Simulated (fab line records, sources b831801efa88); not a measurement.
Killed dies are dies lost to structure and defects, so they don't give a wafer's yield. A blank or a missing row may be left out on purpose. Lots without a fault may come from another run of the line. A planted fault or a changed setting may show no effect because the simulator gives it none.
Problem report in the 8D (eight disciplines) form, filled by code | flow sky130 | the parts of the form that need people (team, actions taken, sign-off) are left out

1. THE PROBLEM
plate_temp_C at SKY_LOCAL_INTERCONNECT_SOFTBAKE_07 reads a mean of 96.20 C on 6 wafers of 2 lots; wafers without a fault read 99.99 C with a standard deviation of 0.13. That is -29 standard deviations from the usual mean.
The step: time 90 s.
First seen on wafer L837.2, day 34 01:00, on litho_track-02. The record holds 18 wafers of 6 lots with a number at this step. Rule for "out", or "out of limits": more than 4 standard deviations from the usual mean. The other wafers with a number count as sound.

2. WHAT IT IS AND WHAT IT IS NOT
question                    | is                                 | is not
which readings at this step | plate_temp_C, heater_power_total_W | -
which lots                  | L837, L839                         | L829, L831, L847, L848
which wafers of those lots  | all that have a number             | -
read on which tools         | litho_track-02                     | litho_track-01, litho_track-04
when                        | from day 34 01:00                  | up to then (6 sound wafers); but 6 sound wafers of L847, L848 came after

3. SUSPECTS, AND WHAT RULES EACH OUT
Counting: a tool at a process step up to the reading stays a suspect if it ran every lot that is out and no sound lot after the first of them.
- pvd_sputter-03 at SKY_LI_CONTACT_SPUTTER_20 (material TiN, target thk 20 nm, time 80 s): ruled out as a lasting fault. Sound lots L847, L848 ran on it after its first lot that is out, L837 (day 33 11:18).
- pvd_sputter-04 at SKY_LOCAL_INTERCONNECT_SPUTTER_00 (material TiN, target thk 100 nm, time 83.3 s): ruled out as a lasting fault. Sound lots L847 ran on it after its first lot that is out, L837 (day 33 11:58).
- litho_track-02 at SKY_LOCAL_INTERCONNECT_SOFTBAKE_07 (time 90 s): ruled out as a lasting fault. Sound lots L848 ran on it after its first lot that is out, L837 (day 34 01:00).
Left after counting: nothing in the record.

4. THE CAUSE (what the simulator had put in)
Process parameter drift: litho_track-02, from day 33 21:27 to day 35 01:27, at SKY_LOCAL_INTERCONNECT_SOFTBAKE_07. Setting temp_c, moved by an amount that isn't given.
Counting ruled it out, wrongly.

5. THE CHAIN OF EFFECTS, in route order
Each row: a reading whose mean over the struck wafers that have a number lies more than 3 standard deviations from the usual. Only readings for which the record gives a usual standard deviation are gone through. hours: the time from each lot's start at the first step in this table that gives one to its start at this step, as a median over the lots. sigmas: the change in usual standard deviations.
hours | step                               | reading              | usual   | on struck wafers | change | sigmas
0     | SKY_LOCAL_INTERCONNECT_SOFTBAKE_07 | heater_power_total_W | 57.35 W | 54.33            | -3.02  | -27
0     | SKY_LOCAL_INTERCONNECT_SOFTBAKE_07 | plate_temp_C         | 99.99 C | 96.20            | -3.79  | -29
The process steps in it:
- SKY_LOCAL_INTERCONNECT_SOFTBAKE_07: time 90 s.
Later measuring or inspecting steps at which every struck wafer that the step has a row for has a number for every such reading, and none has moved that far: SKY_LOCAL_INTERCONNECT_CD_MEAS_11, SKY_LOCAL_INTERCONNECT_OVL_MEAS_12.

6. WHAT WOULD HAVE CAUGHT IT SOONER
In this record the first reading out of limits was taken at day 34 01:00, 4 hours after the fault began at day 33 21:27.
